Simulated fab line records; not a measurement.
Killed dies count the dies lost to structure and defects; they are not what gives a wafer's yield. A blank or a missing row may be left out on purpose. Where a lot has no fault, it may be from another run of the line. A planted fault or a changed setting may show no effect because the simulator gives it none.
Matching of chambers ; flow gf180mcu ; GF_V4_CMP_26 on cmp-02: 4 sister chambers
The step polishes, stops on SiO2, t overpolish 15 s, target thk 0 nm. 8 wafers are shown with their chamber, then 8 later ones without.

== WAFERS, EACH WITH ITS CHAMBER ==
wafer;chamber;time-to-endpoint-s (s);motor-current-A (A)
L896.1;1;93;11.0
L896.5;2;83;11.1
L897.1;0;81;11.7
L897.4;2;80;11.3
L898.3;1;92;11.0
L898.4;3;86;12.2
L898.5;3;85;11.8
L900.1;0;78;11.6

== WAFERS MISSING THEIR CHAMBER ==
wafer;time-to-endpoint-s (s);motor-current-A (A)
L900.4;85;10.9
L900.5;85;10.8
L902.1;79;11.3
L902.2;89;11.3
L902.3;94;10.8
L914.1;77;12.1
L914.3;79;11.1
L914.5;80;11.6

== THE CHAMBER EACH PASSED THROUGH ==
wafer;from the rows above;in truth
L900.4;can't be placed: 2 or 1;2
L900.5;can't be placed: 2 or 1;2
L902.1;can't be placed: 2 or 0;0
L902.2;can't be placed: 1 or 2 or 3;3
L902.3;1;1
L914.1;0;0
L914.3;can't be placed: 2 or 0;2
L914.5;0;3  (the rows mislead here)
Correctly placed: 2 of 8. From these rows, 5 cannot be placed; in 5 the true chamber is one of the candidates. Number placed wrongly: 1.
How it was worked out, from the rows above alone: a wafer's distance from a chamber is the root of the sum, over the readings, of the square of ((its reading less the chamber's mean) divided by the reading's scatter). If the next closest chamber is less than 2 further off than the closest, the wafer can't be placed; otherwise it belongs to the closest. For every chamber, the mean is computed from those of its wafers that are shown. The scatter: the root of (the sum of the squares of (reading less its chamber's mean) over the shown wafers, divided by (wafers less chambers)).
